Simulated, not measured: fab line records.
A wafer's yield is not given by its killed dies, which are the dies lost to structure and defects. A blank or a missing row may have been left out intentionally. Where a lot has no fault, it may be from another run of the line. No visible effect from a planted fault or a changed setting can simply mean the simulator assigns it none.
fab line records -- flow sfqLine
record: lots: 14, wafers: 42, lastDay: 91
route steps=325 shown L0V@26 M0@33 I1@83
lots with no fault: from the same line, run without faults
startH: start of the lot's first displayed wafer, in hours after the record's first day -- waitH: how many hours have passed since the lot's step before this one -- " as in the row above -- L1.1+2: several wafers, shown together as one row -- - no value present, or no start provided -- * or withheld: withheld -- < > ~ a bound
route shown NAME@n: NAME is a module with steps in the file, n the number in the route of the first one -- usual: average and standard deviation across the fault-free wafers -- same: alike in all rows -- chamber/n: place in a boat -- sites: the reading at each site -- _std_site: the standard deviation of these -- _edge_site: inner sites' mean taken away from outer sites' mean -- radiusMm: how far each site lies from the wafer's centre -- mask NAME#n: copy n -- behind: the last tool/chamber to shape the wafer -- hold: the reason the lot was held/the length of the hold in hours/how it ended -- device: names the non-switching transistor (n, p or np) -- end of line: the tests these same wafers got at the end of their route -- a step without rows: its recipe alone -- killed: dies lost to structure and defects at the first sort, not the wafer's yield -- map: dies across one wafer; x = killed, . = not, _ = none there
set.NAME: setting as actually run; set.NAME@STEP: the setting as run at that earlier step -- model.NAME: the simulator's own value behind a step, which no gauge read
a sample of lots followed through the steps of the route, with each step as a table and each wafer as a row
services: the hour from which a tool's chamber was out of use, counted from the record's first day as startH (under 0 if before that day), plus the number of hours and why
== steps ==
step: SFQ_TRILAYER_L0_VIA_STRIP_STRIP_017
recipe: gas: O2, powerW: 200, platenTempC: 40, overashFraction: 0.65, chemistry: O2, pressureMtorr: 50
usual: drypumpMotorCurrentA: 5.5/0.46, oesProductAu: 0.998/0.008
lot.wafer,tool,chamber,startH,waitH,drypumpMotorCurrentA,oesProductAu,rfHoursCounterH
L851.2,rieMetal-03,0,101.02,-,5.0,1.003,-
L851.4,rieMetal-03,0,101.02,-,5.0,1.006,-
L851.5,rieMetal-03,0,101.02,-,5.0,1.004,-
L853.1,rieMetal-01,1,105.62,-,5.8,0.998,147
L853.2,rieMetal-01,0,105.62,-,6.0,1.000,5
L853.3,rieMetal-01,0,105.62,-,6.0,0.991,-
L855.1,rieMetal-04,0,111.62,-,5.4,1.004,159
L855.2,rieMetal-04,1,111.62,-,4.9,1.004,21
L855.6,rieMetal-04,1,111.62,-,5.0,0.993,-
L856.1,rieMetal-01,1,115.22,-,5.8,0.992,148
L856.3,rieMetal-01,0,115.22,-,6.0,0.991,-
L856.4,rieMetal-01,1,115.22,-,5.8,0.987,-
L857.2,rieMetal-03,0,116.62,-,5.0,0.995,-
L857.4,rieMetal-03,0,116.62,-,4.9,0.993,-
L857.5,rieMetal-03,0,116.62,-,4.9,0.996,-
L859.1,rieMetal-01,0,126.23,-,6.0,0.994,8
L859.4,rieMetal-01,0,126.23,-,6.0,0.996,-
L859.6,rieMetal-01,0,126.23,-,6.0,0.991,-
L860.1,rieMetal-03,0,131.03,-,4.9,1.004,85
L860.3,rieMetal-03,0,131.03,-,5.0,1.003,-
L860.5,rieMetal-03,0,131.03,-,4.9,1.013,-
L863.1,rieMetal-01,0,152.43,-,6.0,0.981,13
L863.4,rieMetal-01,0,152.43,-,6.0,0.990,-
L863.6,rieMetal-01,0,152.43,-,6.0,0.985,-
L865.2,rieMetal-03,1,170.43,-,6.2,1.001,30
L865.3,rieMetal-03,1,170.43,-,6.2,0.997,-
L865.5,rieMetal-03,0,170.43,-,5.0,1.006,-
L870.3,rieMetal-01,0,279.90,-,6.0,1.008,-
L870.5,rieMetal-01,0,279.90,-,6.0,1.005,-
L870.6,rieMetal-01,1,279.90,-,5.8,1.005,-
L871.2,rieMetal-04,1,289.43,-,4.9,0.993,45
L871.5,rieMetal-04,1,289.43,-,5.0,0.991,-
L871.6,rieMetal-04,0,289.43,-,5.4,0.988,-
L872.1,rieMetal-01,1,302.21,-,5.8,0.992,174
L872.2,rieMetal-01,0,302.21,-,6.0,1.001,31
L872.5,rieMetal-01,0,302.21,-,6.0,1.003,-
L873.2,rieMetal-01,1,309.41,-,5.8,1.000,175
L873.3,rieMetal-01,1,309.41,-,5.8,0.999,-
L873.5,rieMetal-01,0,309.41,-,6.0,1.002,-
L874.1,rieMetal-03,0,322.48,-,5.0,1.003,118
L874.5,rieMetal-03,1,322.48,-,6.2,1.012,-
L874.6,rieMetal-03,0,322.48,-,5.0,1.001,-
step: SFQ_TRILAYER_M0_LITHO_COAT_021
recipe: resist: KrF, spinRpm: 3000, resistThkNm: 600
usual: spinSpeedRpm: 2999.8/2.1
lot.wafer,tool,chamber,startH,waitH,spinSpeedRpm
L851.2,lithoTrack-03,0,102.84,0.2,2997.4
L851.4,lithoTrack-03,0,102.84,0.2,2998.6
L851.5,lithoTrack-03,0,102.84,0.2,2999.3
L853.1,lithoTrack-03,0,106.99,0.2,3000.7
L853.2,lithoTrack-03,0,106.99,0.2,3000.0
L853.3,lithoTrack-03,0,106.99,0.2,2999.6
L855.1,lithoTrack-02,0,112.99,0.2,2996.3
L855.2,lithoTrack-02,0,112.99,0.2,3000.1
L855.6,lithoTrack-02,0,112.99,0.2,2999.4
L856.1,lithoTrack-03,0,116.59,0.2,2998.3
L856.3,lithoTrack-03,0,116.59,0.2,2997.1
L856.4,lithoTrack-03,0,116.59,0.2,2997.9
L857.2,lithoTrack-02,0,118.44,0.2,2998.0
L857.4,lithoTrack-02,0,118.44,0.2,2999.3
L857.5,lithoTrack-02,0,118.44,0.2,2998.4
L859.1,lithoTrack-03,0,127.60,0.2,3000.7
L859.4,lithoTrack-03,0,127.60,0.2,3002.9
L859.6,lithoTrack-03,0,127.60,0.2,2999.4
L860.1,lithoTrack-03,0,133.00,0.2,2999.6
L860.3,lithoTrack-03,0,133.00,0.2,2999.9
L860.5,lithoTrack-03,0,133.00,0.2,3000.8
L863.1,lithoTrack-03,0,153.81,0.2,2929.2
L863.4,lithoTrack-03,0,153.81,0.2,2931.7
L863.6,lithoTrack-03,0,153.81,0.2,2935.0
L865.2,lithoTrack-03,0,171.86,0.2,2928.2
L865.3,lithoTrack-03,0,171.86,0.2,2931.0
L865.5,lithoTrack-03,0,171.86,0.2,2928.3
L870.3,lithoTrack-02,0,281.19,0.2,3002.1
L870.5,lithoTrack-02,0,281.19,0.2,3005.2
L870.6,lithoTrack-02,0,281.19,0.2,3000.0
L871.2,lithoTrack-02,0,291.09,0.2,2997.0
L871.5,lithoTrack-02,0,291.09,0.2,3001.8
L871.6,lithoTrack-02,0,291.09,0.2,3000.6
L872.1,lithoTrack-03,0,303.60,0.2,3004.0
L872.2,lithoTrack-03,0,303.60,0.2,3000.3
L872.5,lithoTrack-03,0,303.60,0.2,3001.5
L873.2,lithoTrack-03,0,310.85,0.2,2999.4
L873.3,lithoTrack-03,0,310.85,0.2,2998.9
L873.5,lithoTrack-03,0,310.85,0.2,2999.4
L874.1,lithoTrack-02,0,323.85,0.2,3000.5
L874.5,lithoTrack-02,0,323.85,0.2,2997.3
L874.6,lithoTrack-02,0,323.85,0.2,2994.9
step: SFQ_TRILAYER_M0_BARC_OPEN_METAL_ETCH_031
recipe: maskMaterial: PR, chemistry: O2, targetDepthNm: 125, target: BARC, icpW: 600, biasW: 80, pressureMtorr: 10, timeS: 41.7
usual: drypumpMotorCurrentA: 5.4/0.46, oesProductAu: 0.685/0.004
lot.wafer,tool,chamber,startH,waitH,drypumpMotorCurrentA,oesProductAu,rfHoursCounterH
L851.2,rieMetal-04,1,159.54,0.0,4.9,0.683,28
L851.4,rieMetal-04,0,159.54,0.0,5.4,0.691,-
L851.5,rieMetal-04,1,159.54,0.0,4.9,0.679,-
L853.1,rieMetal-01,1,167.94,0.0,5.8,0.690,156
L853.2,rieMetal-01,1,167.94,0.0,5.8,0.683,-
L853.3,rieMetal-01,1,167.94,0.0,5.8,0.688,-
L855.1,rieMetal-04,1,181.27,0.0,4.9,0.689,30
L855.2,rieMetal-04,0,181.27,0.0,5.4,0.685,167
L855.6,rieMetal-04,0,181.27,0.0,5.4,0.686,-
L856.1,rieMetal-01,1,188.47,0.0,5.8,0.684,159
L856.3,rieMetal-01,0,188.47,0.0,6.0,0.680,-
L856.4,rieMetal-01,1,188.47,0.0,5.8,0.683,-
L857.2,rieMetal-01,0,193.27,0.0,6.0,0.683,17
L857.4,rieMetal-01,1,193.27,0.0,5.8,0.681,-
L857.5,rieMetal-01,1,193.27,0.0,5.8,0.683,-
L859.1,rieMetal-01,1,212.47,0.0,5.8,0.686,162
L859.4,rieMetal-01,1,212.47,0.0,5.8,0.687,-
L859.6,rieMetal-01,1,212.47,0.0,5.8,0.682,-
L860.1,rieMetal-01,1,222.07,0.0,5.8,0.690,164
L860.3,rieMetal-01,0,222.07,0.0,6.0,0.682,-
L860.5,rieMetal-01,0,222.07,0.0,6.1,0.685,-
L863.1,rieMetal-04,1,260.42,0.0,4.9,0.679,41
L863.4,rieMetal-04,0,260.42,0.0,5.4,0.688,-
L863.6,rieMetal-04,1,260.42,0.0,5.0,0.687,-
L865.2,rieMetal-04,0,274.82,0.0,5.4,0.689,180
L865.3,rieMetal-04,0,274.82,0.0,5.3,0.677,-
L865.5,rieMetal-04,1,274.82,0.0,4.9,0.684,-
L870.3,rieMetal-01,0,311.06,0.0,6.0,0.686,-
L870.5,rieMetal-01,1,311.06,0.0,5.8,0.688,-
L870.6,rieMetal-01,0,311.06,0.0,6.1,0.684,-
L871.2,rieMetal-01,1,313.46,0.0,5.8,0.697,176
L871.5,rieMetal-01,0,313.46,0.0,6.1,0.693,-
L871.6,rieMetal-01,1,313.46,0.0,5.8,0.682,-
L872.1,rieMetal-04,1,318.24,0.0,5.0,0.677,51
L872.2,rieMetal-04,1,318.24,0.0,5.0,0.684,-
L872.5,rieMetal-04,1,318.24,0.0,5.0,0.689,-
L873.2,rieMetal-02,1,319.99,0.0,4.8,0.688,100
L873.3,rieMetal-02,0,319.99,0.0,5.7,0.687,-
L873.5,rieMetal-02,0,319.99,0.0,5.7,0.688,-
L874.1,rieMetal-01,0,449.36,0.0,6.0,0.689,54
L874.5,rieMetal-01,0,449.36,0.0,6.0,0.684,-
L874.6,rieMetal-01,1,449.36,0.0,5.7,0.682,-
step: SFQ_I1_OVL_MEAS_913
usual: I1_OVL: 2/5.2
lot.wafer,tool,chamber,startH,waitH,I1_OVL[nm]
L851.2,overlay-01,-,546.30,0.1,2
L851.4,overlay-01,-,546.30,0.1,1
L851.5,overlay-01,-,546.30,0.1,-1
L853.1,overlay-02,-,561.90,0.1,7
L853.2,overlay-02,-,561.90,0.1,3
L853.3,overlay-02,-,561.90,0.1,14
L855.1,overlay-01,-,575.10,0.1,6
L855.2,overlay-01,-,575.10,0.1,6
L855.6,overlay-01,-,575.10,0.1,3
L856.1,overlay-02,-,590.70,0.1,1
L856.3,overlay-02,-,590.70,0.1,5
L856.4,overlay-02,-,590.70,0.1,9
L857.2,overlay-02,-,597.90,0.1,13
L857.4,overlay-02,-,597.90,0.1,9
L857.5,overlay-02,-,597.90,0.1,9
L859.1,overlay-02,-,624.30,0.1,3
L859.4,overlay-02,-,624.30,0.1,6
L859.6,overlay-02,-,624.30,0.1,3
L860.1,overlay-01,-,636.42,0.1,-2
L860.3,overlay-01,-,636.42,0.1,1
L860.5,overlay-01,-,636.42,0.1,-3
L863.1,overlay-01,-,694.59,0.1,5
L863.4,overlay-01,-,694.59,0.1,6
L863.6,overlay-01,-,694.59,0.1,11
L865.2,overlay-01,-,709.00,0.1,5
L865.3,overlay-01,-,709.00,0.1,2
L865.5,overlay-01,-,709.00,0.1,7
L870.3,overlay-02,-,722.20,0.1,2
L870.5,overlay-02,-,722.20,0.1,-6
L870.6,overlay-02,-,722.20,0.1,-6
L871.2,overlay-02,-,723.40,0.1,-8
L871.5,overlay-02,-,723.40,0.1,-5
L871.6,overlay-02,-,723.40,0.1,-4
L872.1,overlay-01,-,726.99,0.1,-1
L872.2,overlay-01,-,726.99,0.1,-6
L872.5,overlay-01,-,726.99,0.1,-4
L873.2,overlay-01,-,729.40,0.1,1
L873.3,overlay-01,-,729.40,0.1,-2
L873.5,overlay-01,-,729.40,0.1,0
L874.1,overlay-01,-,790.75,0.1,1
L874.5,overlay-01,-,790.75,0.1,7
L874.6,overlay-01,-,790.75,0.1,-4
== services ==
tool,chamber,startH,hours,kind
rieMetal-03,1,82.82,49.6,repair
rieMetal-02,-,93.27,1.0,repair
rieMetal-04,0,112.50,2.6,repair
rieMetal-02,-,150.44,0.4,repair
rieMetal-01,0,165.74,2.9,repair
rieMetal-02,-,167.36,0.7,repair
rieMetal-03,1,221.69,64.5,repair
rieMetal-01,-,276.58,1.4,pm
rieMetal-02,0,294.66,-,clean
rieMetal-02,0,294.66,15.3,scheduledDown
rieMetal-02,0,294.66,15.3,ventCycle
rieMetal-04,0,305.99,1.0,repair
rieMetal-04,0,309.01,-,clean
rieMetal-04,0,309.01,22.2,scheduledDown
rieMetal-04,0,309.01,22.2,ventCycle
rieMetal-01,1,357.94,-,clean
rieMetal-01,1,357.94,12.9,scheduledDown
rieMetal-01,1,357.94,12.9,ventCycle
rieMetal-04,-,358.59,2.8,pm
rieMetal-02,0,384.84,5.2,repair
rieMetal-01,-,404.26,2.8,pm
== key ==
firstSign: step: SFQ_TRILAYER_M0_LITHO_COAT_021, reading: spinSpeedRpm, direction: down, sigmas: 33, usual: 2999.8, struck: 2930.6
effect none on later readings
metAt SFQ_TRILAYER_M0_LITHO_COAT_021
struckLots L863,L865
notActingAt SFQ_TRILAYER_L0_VIA_STRIP_STRIP_017,SFQ_TRILAYER_M0_BARC_OPEN_METAL_ETCH_031,SFQ_I1_OVL_MEAS_913
onsetBetween 133.00 153.81
fault: kind: processParameterDrift, tool: lithoTrack-03, chamber: -, onsetH: 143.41, steps: SFQ_TRILAYER_M0_LITHO_COAT_021, channel: spinRpm, offset: -68.729, shape: step, endH: 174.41, actsIn: theseRecipesOnly, stated: 3000
